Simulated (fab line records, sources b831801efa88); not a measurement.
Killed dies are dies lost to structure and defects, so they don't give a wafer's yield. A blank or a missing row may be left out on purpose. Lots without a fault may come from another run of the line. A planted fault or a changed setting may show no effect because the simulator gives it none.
Which tool did it? | flow sky130 | 13 lots, 39 wafers sampled, at 4 steps of a route of 708

WHAT THE GAUGES READ, wafer by wafer
SKY_VIA1_RS_MEAS_22: measures by four-point-probe. Usual: VIA1_W_RS 0.425 ohm/sq, standard deviation 0.0043.
lot  | measured     | on            | VIA1_W_RS (ohm/sq) | flag
L885 | day 34 16:22 | film_metro-01 | 0.429 0.431 0.431  |
L887 | day 35 13:52 | film_metro-02 | 0.427 0.430 0.429  |
L886 | day 35 14:58 | film_metro-03 | 0.429 0.431 0.427  |
L889 | day 35 20:23 | film_metro-02 | 0.420 0.421 0.417  |
L891 | day 36 08:25 | film_metro-03 | 0.425 0.426 0.427  |
L890 | day 36 10:40 | film_metro-03 | 0.424 0.421 0.416  |
L892 | day 36 19:20 | film_metro-03 | 0.431 0.431 0.431  |
L893 | day 37 04:38 | film_metro-01 | 0.426 0.419 0.423  |
L895 | day 37 19:29 | film_metro-02 | 0.424 0.420 0.428  |
L901 | day 39 07:13 | film_metro-02 | 0.424 0.430 0.427  |
L900 | day 39 07:30 | film_metro-03 | 0.424 0.424 0.423  |
L902 | day 39 16:05 | film_metro-03 | 0.420 0.418 0.419  |
L903 | day 40 02:02 | film_metro-03 | 0.417 0.429 0.423  |

SKY_VIA1_THK_MEAS_23: measures by xrf. Usual: VIA1_W_THK 270 nm, standard deviation 3.7.
lot  | measured     | on            | VIA1_W_THK (nm) | flag
L885 | day 34 16:28 | film_metro-01 | 271 271 269     |
L887 | day 35 13:58 | film_metro-02 | 262 262 260     |
L886 | day 35 15:05 | film_metro-03 | 267 267 268     |
L889 | day 35 20:31 | film_metro-02 | 268 267 269     |
L891 | day 36 08:32 | film_metro-03 | 273 272 273     |
L890 | day 36 10:47 | film_metro-03 | 273 275 277     |
L892 | day 36 19:27 | film_metro-03 | 268 268 267     |
L893 | day 37 04:46 | film_metro-01 | 271 275 274     |
L895 | day 37 19:35 | film_metro-02 | 267 269 264     |
L901 | day 39 07:19 | film_metro-02 | 268 264 267     |
L900 | day 39 07:37 | film_metro-03 | 272 272 272     |
L902 | day 39 16:13 | film_metro-03 | 275 276 276     |
L903 | day 40 02:08 | film_metro-03 | 277 271 274     |

SKY_PAD_OPEN_BOW_MEAS_13. Usual: PAD_OPEN_BOW 45 um, standard deviation 8.6.
lot  | measured     | on            | PAD_OPEN_BOW (um) | flag
L885 | day 46 09:04 | film_metro-03 | 33 42 32          |
L887 | day 47 00:57 | film_metro-02 | 53 54 51          |
L886 | day 47 02:39 | film_metro-02 | 56 46 53          |
L889 | day 47 06:00 | film_metro-04 | 48 49 50          |
L891 | day 47 14:49 | film_metro-02 | 47 34 37          |
L890 | day 47 16:49 | film_metro-04 | 57 55 48          |
L892 | day 47 23:03 | film_metro-03 | 39 39 35          |
L893 | day 48 07:14 | film_metro-03 | 49 37 49          |
L895 | day 48 17:07 | film_metro-04 | 49 47 44          |
L901 | day 49 18:49 | film_metro-03 | 29 44 20          |
L900 | day 49 20:53 | film_metro-02 | 51 47 56          |
L902 | day 50 01:14 | film_metro-03 | 25 35 29          |
L903 | day 50 06:15 | film_metro-03 | 56 55 47          |

WHICH TOOL RAN EACH LOT (tool, then ch and the chambers of the sampled wafers, then the start)
lot  | SKY_VIA4_SPUTTER_17
L885 | pvd_sputter-04, day 43 11:39
L887 | pvd_sputter-04, day 44 04:53
L886 | pvd_sputter-01, day 44 06:59
L889 | pvd_sputter-03, day 44 10:25
L891 | pvd_sputter-04, day 44 19:59
L890 | pvd_sputter-01, day 44 22:17
L892 | pvd_sputter-01, day 45 05:28
L893 | pvd_sputter-01, day 45 13:26
L895 | pvd_sputter-01, day 46 01:31
L901 | pvd_sputter-03, day 47 07:39
L900 | pvd_sputter-01, day 47 08:33
L902 | pvd_sputter-04, day 47 13:39
L903 | pvd_sputter-04, day 47 20:12
- SKY_VIA4_SPUTTER_17: material TiN, target thk 20 nm, time 80 s.

WHAT THE TOOLS THEMSELVES READ (means of the sampled wafers that have a number; where no wafer has one, the mark that the record gives instead)
SKY_VIA4_SPUTTER_17. Usual: throttle_valve_pct 30.3 %, standard deviation 1.2.
lot  | tool           | throttle_valve_pct (%) | flag
L885 | pvd_sputter-04 | 31.3                   |
L887 | pvd_sputter-04 | 31.3                   |
L886 | pvd_sputter-01 | 29.6                   |
L889 | pvd_sputter-03 | 31.2                   |
L891 | pvd_sputter-04 | 30.3                   |
L890 | pvd_sputter-01 | 30.4                   |
L892 | pvd_sputter-01 | 29.7                   |
L893 | pvd_sputter-01 | 29.6                   |
L895 | pvd_sputter-01 | 29.4                   |
L901 | pvd_sputter-03 | 30.8                   |
L900 | pvd_sputter-01 | 29.1                   |
L902 | pvd_sputter-04 | 31.3                   |
L903 | pvd_sputter-04 | 30.4                   |

THE ANSWER, worked out from the rows above alone
Rule: a lot is off if the mean of its wafers that have a number lies more than 3 standard deviations from the usual mean. A lot without any number at a reading at which 4 lots or more have one is off too. The other lots that the step has rows for count as sound. The gauges are gone through in route order, then the tools' own readings, and for those a lot's mean is taken as printed above. The first step at which some lot is off is used, and at that step the reading that is off furthest; a lot without a number counts as furthest.
No lot is off at any reading shown: from this, nothing can be told.

WHAT THE SIMULATOR HAD PUT IN
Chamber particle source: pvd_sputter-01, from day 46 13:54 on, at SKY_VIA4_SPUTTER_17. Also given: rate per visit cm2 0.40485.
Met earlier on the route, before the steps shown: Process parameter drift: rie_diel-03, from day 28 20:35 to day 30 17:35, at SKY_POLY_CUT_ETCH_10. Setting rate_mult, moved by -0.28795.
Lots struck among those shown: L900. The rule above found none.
